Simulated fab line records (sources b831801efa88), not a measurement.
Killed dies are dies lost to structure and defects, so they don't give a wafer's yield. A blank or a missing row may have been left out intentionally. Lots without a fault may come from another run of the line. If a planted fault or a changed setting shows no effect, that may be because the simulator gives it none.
2 desks, one fault	flow gf180mcu	each desk holds nothing but its own numbers, with what lay behind them at the end

## FOR THE TOOL OWNER'S DESK: pvd_sputter-02
At GF_CONTACT_SPUTTER_23 (material TiN, target thk 10 nm, time 40 s) the tool's own readings: per lot run on this tool, the mean of the sampled wafers that have a number. Any lot whose mean is over 4 standard deviations away from the usual mean is out of limits and marked OUT; that distance is given in the brackets.
Columns: A = throttle_valve_pct at GF_CONTACT_SPUTTER_23, usual 29.5 %
lot	first seen here	A
L651	day 16 03:49	28.8
L653	day 16 15:55	29.2
L655	day 17 20:31	29.3
L656	day 18 06:04	29.4
L658	day 18 13:49	29.1
L662	day 20 10:52	29.2
L664	day 20 18:13	28.7
Result from this desk: across the 7 lots, nothing is out of limits.

## METROLOGY DESK
Means of the sampled wafers that have a number, per lot and without regard to the tool the lot ran on: this is what the gauges read. Any lot whose mean is over 4 standard deviations away from the usual mean is out of limits and marked OUT; that distance is given in the brackets.
Columns: A = V5_OVL at GF_V5_OVL_MEAS_15, usual 0 nm
lot	first seen here	A
L651	day 27 05:10	4
L652	day 27 13:40	1
L653	day 27 21:36	-6
L655	day 28 15:07	2
L656	day 29 04:17	-5
L658	day 29 08:58	-6
L659	day 29 21:12	3
L662	day 30 20:44	0
L664	day 31 00:57	1
L663	day 31 09:07	-2
L667	day 31 22:03	9
L670	day 32 15:02	5
L672	day 33 03:26	-4
L674	day 33 13:34	2
Result from this desk: across the 14 lots, nothing is out of limits.

## ALL TOGETHER
The desk of the tool owner found nothing out of limits.
Nothing out of limits was seen by the metrology desk.

## WHAT THE SIMULATOR PUT IN
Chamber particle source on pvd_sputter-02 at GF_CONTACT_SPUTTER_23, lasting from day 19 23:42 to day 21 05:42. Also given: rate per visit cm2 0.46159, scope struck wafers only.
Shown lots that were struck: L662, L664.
